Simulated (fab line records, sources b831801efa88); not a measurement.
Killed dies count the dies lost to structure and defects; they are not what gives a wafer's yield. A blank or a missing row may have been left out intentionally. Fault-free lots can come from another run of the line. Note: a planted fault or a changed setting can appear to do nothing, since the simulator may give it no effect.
fab line records ; flow gf180mcu
record: lots: 15; wafers: 45; lastDay: 34
route steps=602 shown CONTACT@298 M4@457
lots untouched by any fault: they come from a run of this same line in which no faults occurred
startH: start of the lot's first displayed wafer, in hours after the record's first day ; waitH: hours elapsed since this lot's preceding step ; " unchanged from the row above ; L1.1+2: a single row standing in for several wafers ; - no value, or no start was given ; * or withheld: withheld ; < > ~ a bound
route shown NAME@n: a module of which the file shows steps, and the number in the route of the first ; usual: mean and standard deviation over wafers with no fault ; same: alike in all rows ; chamber/n: place in a boat ; sites: readings site by site ; _std_site: their standard deviation ; _edge_site: mean of outer sites minus mean of inner sites ; radiusMm: how far each site lies from the wafer's centre ; mask NAME#n: copy n ; behind: the tool/chamber that last shaped the wafer ; hold: cause of the lot's hold/its duration in hours/its outcome ; device: which transistor (n, p or np) failed to switch ; end of line: the same wafers' tests at the end of the route ; where a step has no rows: the recipe by itself ; killed: not the wafer's yield, but the dies lost to structure and defects at the first sort ; map: a wafer's dies, marking killed ones x, the rest . and places with no die _
set.NAME: setting as actually run; set.NAME@STEP: the setting as run at that earlier step ; model.NAME: the simulator's own value behind a step, which no gauge read
the route's steps for a sample of lots (tables are steps, rows are wafers)
services: when a tool's chamber went out of use (startH, in hours from the record's first day, below 0 if earlier), for how many hours, and the reason
== steps ==
step: GF_CONTACT_EXPOSE_11
recipe: maskId: Contact; targetCdNm: 220; na: 0.68; sourceShape: conventional; sigmaOuter: 0.6; doseMj: 38
usual: exposureDoseMJCm2: 38.00/0.037; focusOffsetNm: 0.1/0.5; stageVelMmS: 499.97/0.26
lot.wafer;tool;chamber;startH;waitH;mask;exposureDoseMJCm2;focusOffsetNm;stageVelMmS
L963.1;krfScanner-02;0;377.86;-;Contact#0;37.96;0.0;499.88
L963.3;krfScanner-02;0;377.86;-;Contact#0;37.94;-0.1;500.06
L963.4;krfScanner-02;0;377.86;-;Contact#0;37.97;-0.2;500.19
L964.3;krfScanner-02;0;378.42;-;Contact#0;38.03;0.5;499.95
L964.5;krfScanner-02;0;378.42;-;Contact#0;37.98;0.2;499.44
L964.6;krfScanner-02;0;378.42;-;Contact#0;38.03;0.8;499.74
L965.2;krfScanner-02;0;386.81;-;Contact#0;37.98;1.4;500.47
L965.3;krfScanner-02;0;386.81;-;Contact#0;37.95;0.6;499.85
L965.6;krfScanner-02;0;386.81;-;Contact#0;38.03;0.2;500.58
L966.3;krfScanner-01;0;399.88;-;Contact#0;38.06;-0.7;499.97
L966.5;krfScanner-01;0;399.88;-;Contact#0;37.98;0.1;499.93
L966.6;krfScanner-01;0;399.88;-;Contact#0;38.01;0.3;499.92
L968.1;krfScanner-01;0;416.74;-;Contact#0;37.98;0.2;499.92
L968.2;krfScanner-01;0;416.74;-;Contact#0;37.98;0.5;499.60
L968.3;krfScanner-01;0;416.74;-;Contact#0;38.02;-0.3;499.83
L969.2;krfScanner-02;0;423.08;-;Contact#0;38.05;0.2;500.00
L969.3;krfScanner-02;0;423.08;-;Contact#0;38.02;0.1;499.72
L969.5;krfScanner-02;0;423.08;-;Contact#0;38.00;0.3;499.98
L970.1;krfScanner-02;0;427.81;-;Contact#0;38.07;0.1;500.42
L970.3;krfScanner-02;0;427.81;-;Contact#0;37.97;0.1;500.26
L970.4;krfScanner-02;0;427.81;-;Contact#0;38.01;0.5;499.70
L971.1;krfScanner-02;0;437.21;-;Contact#0;37.99;0.5;500.09
L971.2;krfScanner-02;0;437.21;-;Contact#0;37.98;1.0;499.85
L971.6;krfScanner-02;0;437.21;-;Contact#0;37.99;0.9;499.58
L972.1;krfScanner-01;-;445.94;-;Contact#0;-;-;-
L972.3;krfScanner-01;-;445.94;-;Contact#0;-;-;-
L972.5;krfScanner-01;-;445.94;-;Contact#0;-;-;-
L973.3;krfScanner-02;-;458.95;-;Contact#0;-;-;-
L973.4;krfScanner-02;-;458.95;-;Contact#0;-;-;-
L973.5;krfScanner-02;-;458.95;-;Contact#0;-;-;-
L974.1;krfScanner-02;-;468.36;-;Contact#0;-;-;-
L974.2;krfScanner-02;-;468.36;-;Contact#0;-;-;-
L974.3;krfScanner-02;-;468.36;-;Contact#0;-;-;-
L976.1;krfScanner-02;0;484.26;-;Contact#0;38.01;0.6;500.40
L976.4;krfScanner-02;0;484.26;-;Contact#0;37.94;0.1;500.25
L976.5;krfScanner-02;0;484.26;-;Contact#0;38.03;1.2;500.19
L982.4;krfScanner-01;0;534.17;-;Contact#0;37.99;0.0;500.25
L982.5;krfScanner-01;0;534.17;-;Contact#0;38.03;0.4;500.04
L982.6;krfScanner-01;0;534.17;-;Contact#0;37.99;0.6;499.88
L983.1;krfScanner-01;0;535.83;-;Contact#0;38.02;0.5;500.33
L983.3;krfScanner-01;0;535.83;-;Contact#0;38.02;0.4;500.15
L983.4;krfScanner-01;0;535.83;-;Contact#0;37.97;0.3;499.89
L984.3;krfScanner-01;0;541.02;-;Contact#0;38.01;0.6;499.91
L984.5;krfScanner-01;0;541.02;-;Contact#0;37.91;-0.3;500.14
L984.6;krfScanner-01;0;541.02;-;Contact#0;37.99;0.2;500.09
step: GF_M4_SPUTTER_01
recipe: material: TiN; targetThkNm: 30; powerW: 6500; timeS: 25; chamberPressurePa: 0.4
usual: cathodeDcPowerW: 6499.9/1.2; throttleValvePct: 29.2/0.77
lot.wafer;tool;chamber;startH;waitH;cathodeDcPowerW;throttleValvePct
L963.1;pvdSputter-03;-;541.59;0.1;6499.0;30.1
L963.3;pvdSputter-03;-;541.59;0.1;6500.4;28.9
L963.4;pvdSputter-03;-;541.59;0.1;6501.2;28.2
L964.3;pvdSputter-03;-;543.79;0.1;6501.9;30.0
L964.5;pvdSputter-03;-;543.79;0.1;6501.6;30.2
L964.6;pvdSputter-03;-;543.79;0.1;6500.0;30.0
L965.2;pvdSputter-02;-;550.17;0.1;6498.3;28.6
L965.3;pvdSputter-02;-;550.17;0.1;6499.8;29.4
L965.6;pvdSputter-02;-;550.17;0.1;6500.1;28.9
L966.3;pvdSputter-02;-;564.72;0.1;6500.3;29.4
L966.5;pvdSputter-02;-;564.72;0.1;6500.2;29.3
L966.6;pvdSputter-02;-;564.72;0.1;6498.9;28.8
L968.1;pvdSputter-02;-;582.02;0.1;6500.0;29.9
L968.2;pvdSputter-02;-;582.02;0.1;6499.2;29.1
L968.3;pvdSputter-02;-;582.02;0.1;6499.1;27.9
L969.2;pvdSputter-02;-;585.38;0.1;6499.8;28.1
L969.3;pvdSputter-02;-;585.38;0.1;6500.3;28.9
L969.5;pvdSputter-02;-;585.38;0.1;6498.7;29.8
L970.1;pvdSputter-03;-;588.68;0.1;6498.1;30.2
L970.3;pvdSputter-03;-;588.68;0.1;6500.3;29.2
L970.4;pvdSputter-03;-;588.68;0.1;6499.0;27.9
L971.1;pvdSputter-02;-;594.72;0.1;6500.0;29.3
L971.2;pvdSputter-02;-;594.72;0.1;6500.0;28.2
L971.6;pvdSputter-02;-;594.72;0.1;6502.4;28.4
L976.1;pvdSputter-03;-;636.85;0.1;6500.4;28.9
L976.4;pvdSputter-03;-;636.85;0.1;6501.6;30.3
L976.5;pvdSputter-03;-;636.85;0.1;6500.5;29.1
L982.4;pvdSputter-02;-;679.78;0.1;6499.8;28.7
L982.5;pvdSputter-02;-;679.78;0.1;6500.4;28.7
L982.6;pvdSputter-02;-;679.78;0.1;6501.4;28.0
L983.1;pvdSputter-04;-;680.83;0.1;6501.6;28.4
L983.3;pvdSputter-04;-;680.83;0.1;6499.1;29.4
L983.4;pvdSputter-04;-;680.83;0.1;6497.6;31.4
L984.3;pvdSputter-04;-;685.36;0.1;6499.9;29.2
L984.5;pvdSputter-04;-;685.36;0.1;6502.3;28.5
L984.6;pvdSputter-04;-;685.36;0.1;6499.3;29.3
step: GF_M4_SPUTTER_04
recipe: material: TiN; targetThkNm: 50; powerW: 6500; timeS: 41.7; chamberPressurePa: 0.4
usual: cathodeDcPowerW: 6499.8/1.3; throttleValvePct: 29.2/0.77
lot.wafer;tool;chamber;startH;waitH;cathodeDcPowerW;throttleValvePct
L963.1;pvdSputter-03;-;541.68;0.0;6499.7;30.0
L963.3;pvdSputter-03;-;541.68;0.0;6500.8;28.9
L963.4;pvdSputter-03;-;541.68;0.0;6500.8;27.9
L964.3;pvdSputter-03;-;543.88;0.0;6500.1;29.9
L964.5;pvdSputter-03;-;543.88;0.0;6501.8;30.1
L964.6;pvdSputter-03;-;543.88;0.0;6499.3;30.0
L965.2;pvdSputter-02;-;550.25;0.0;6498.0;28.6
L965.3;pvdSputter-02;-;550.25;0.0;6499.5;29.2
L965.6;pvdSputter-02;-;550.25;0.0;6499.8;28.8
L966.3;pvdSputter-02;-;564.80;0.0;6502.0;29.4
L966.5;pvdSputter-02;-;564.80;0.0;6499.5;29.4
L966.6;pvdSputter-02;-;564.80;0.0;6501.5;28.8
L968.1;pvdSputter-02;-;582.10;0.0;6500.6;29.9
L968.2;pvdSputter-02;-;582.10;0.0;6501.0;29.0
L968.3;pvdSputter-02;-;582.10;0.0;6499.4;28.7
L969.2;pvdSputter-02;-;585.46;0.0;6501.1;28.1
L969.3;pvdSputter-02;-;585.46;0.0;6499.4;28.7
L969.5;pvdSputter-02;-;585.46;0.0;6498.8;30.0
L970.1;pvdSputter-03;-;588.76;0.0;6500.9;29.9
L970.3;pvdSputter-03;-;588.76;0.0;6498.4;28.8
L970.4;pvdSputter-03;-;588.76;0.0;6503.3;28.1
L971.1;pvdSputter-02;-;594.80;0.0;6499.9;28.9
L971.2;pvdSputter-02;-;594.80;0.0;6500.2;28.0
L971.6;pvdSputter-02;-;594.80;0.0;6501.1;28.3
L976.1;pvdSputter-03;-;636.93;0.0;6499.3;29.3
L976.4;pvdSputter-03;-;636.93;0.0;6498.6;30.0
L976.5;pvdSputter-03;-;636.93;0.0;6500.1;29.2
L982.4;pvdSputter-02;-;679.86;0.0;6500.5;28.9
L982.5;pvdSputter-02;-;679.86;0.0;6499.7;28.9
L982.6;pvdSputter-02;-;679.86;0.0;6499.6;28.4
L983.1;pvdSputter-04;-;680.93;0.0;6497.8;28.5
L983.3;pvdSputter-04;-;680.93;0.0;6502.6;29.8
L983.4;pvdSputter-04;-;680.93;0.0;6501.5;31.5
L984.3;pvdSputter-04;-;685.45;0.0;6498.5;29.4
L984.5;pvdSputter-04;-;685.45;0.0;6501.0;28.4
L984.6;pvdSputter-04;-;685.45;0.0;6500.5;29.5
step: GF_M4_OVL_MEAS_15
usual: M4_OVL: 2/5.5
lot.wafer;tool;chamber;startH;waitH;M4_OVL[nm]
L963.1;overlay-01;-;563.61;0.1;10
L963.3;overlay-01;-;563.61;0.1;8
L963.4;overlay-01;-;563.61;0.1;3
L964.3;overlay-02;-;566.03;0.1;-10
L964.5;overlay-02;-;566.03;0.1;-5
L964.6;overlay-02;-;566.03;0.1;-12
L965.2;overlay-02;-;571.98;0.1;6
L965.3;overlay-02;-;571.98;0.1;3
L965.6;overlay-02;-;571.98;0.1;5
L966.3;overlay-02;-;586.39;0.1;-1
L966.5;overlay-02;-;586.39;0.1;2
L966.6;overlay-02;-;586.39;0.1;0
L968.1;overlay-01;-;602.63;0.1;2
L968.2;overlay-01;-;602.63;0.1;2
L968.3;overlay-01;-;602.63;0.1;6
L969.2;overlay-01;-;605.83;0.1;3
L969.3;overlay-01;-;605.83;0.1;4
L969.5;overlay-01;-;605.83;0.1;6
L970.1;overlay-02;-;609.88;0.1;6
L970.3;overlay-02;-;609.88;0.1;-2
L970.4;overlay-02;-;609.88;0.1;3
L971.1;overlay-01;-;615.20;0.1;-2
L971.2;overlay-01;-;615.20;0.1;-1
L971.6;overlay-01;-;615.20;0.1;-5
L976.1;overlay-01;-;657.20;0.1;-2
L976.4;overlay-01;-;657.20;0.1;3
L976.5;overlay-01;-;657.20;0.1;-4
L982.4;overlay-01;-;698.63;0.1;-2
L982.5;overlay-01;-;698.63;0.1;3
L982.6;overlay-01;-;698.63;0.1;4
L983.1;overlay-01;-;700.03;0.1;-8
L983.3;overlay-01;-;700.03;0.1;-5
L983.4;overlay-01;-;700.03;0.1;-7
L984.3;overlay-01;-;704.17;0.1;-7
L984.5;overlay-01;-;704.17;0.1;-2
L984.6;overlay-01;-;704.17;0.1;-2
== services ==
tool;chamber;startH;hours;kind
pvdSputter-03;-;355.78;16.3;repair
krfScanner-01;-;356.89;4.0;pm
krfScanner-02;-;360.91;1.0;pm
krfScanner-01;-;368.13;4.4;pm
krfScanner-01;-;399.95;1.3;pm
pvdSputter-03;-;409.18;7.5;repair
krfScanner-02;-;411.91;1.3;pm
pvdSputter-03;-;417.51;1.7;repair
krfScanner-01;-;424.88;1.0;pm
krfScanner-01;-;426.93;9.2;repair
pvdSputter-02;-;441.95;4.5;repair
pvdSputter-02;-;460.66;10.0;repair
krfScanner-02;-;500.82;0.8;pm
krfScanner-01;-;506.30;0.8;pm
krfScanner-02;-;512.74;4.4;pm
pvdSputter-02;-;526.69;1.0;repair
krfScanner-02;-;527.38;1.0;pm
krfScanner-02;-;573.16;0.7;repair
krfScanner-01;-;575.80;1.3;pm
krfScanner-02;-;587.81;1.3;pm
krfScanner-02;-;618.73;0.2;repair
krfScanner-02;-;654.87;2.5;repair
krfScanner-02;-;669.62;0.8;pm
pvdSputter-02;-;683.85;3.8;repair
== key ==
firstSign: step: GF_CONTACT_EXPOSE_11; reading: toolRecord; direction: missing
effect none on later readings
metAt GF_CONTACT_EXPOSE_11
struckLots L972,L973,L974
laterRowsLeftOut L972.1,L972.3,L972.5,L973.3,L973.4,L973.5,L974.1,L974.2,L974.3
sortLeftOut L972.1,L972.3,L972.5,L973.3,L973.4,L973.5,L974.1,L974.2,L974.3
testerLeftOut L972,L973,L974
notActingAt GF_M4_SPUTTER_01,GF_M4_SPUTTER_04,GF_M4_OVL_MEAS_15
onsetBetween 437.21 445.94
fault: kind: skippedStepWhole; tool: krfScanner-01,krfScanner-02; chamber: -; onsetH: 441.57; steps: GF_CONTACT_EXPOSE_11; scope: struckLotsOnly
testerLeftOut: of these lots the tester's yield and bins aren't shown, on N5 and GAA mostly nor the transistor test; their killed dies are dies lost to structure and defects alone, not to doping, threshold or leakage, so they don't give the yield
sortLeftOut: the simulated sort isn't trusted on such a fault, so these wafers' sort isn't shown, and their yield isn't known
laterRowsLeftOut: the simulator's readings of these wafers behind a module that went badly wrong aren't trusted and aren't shown, but for the sort
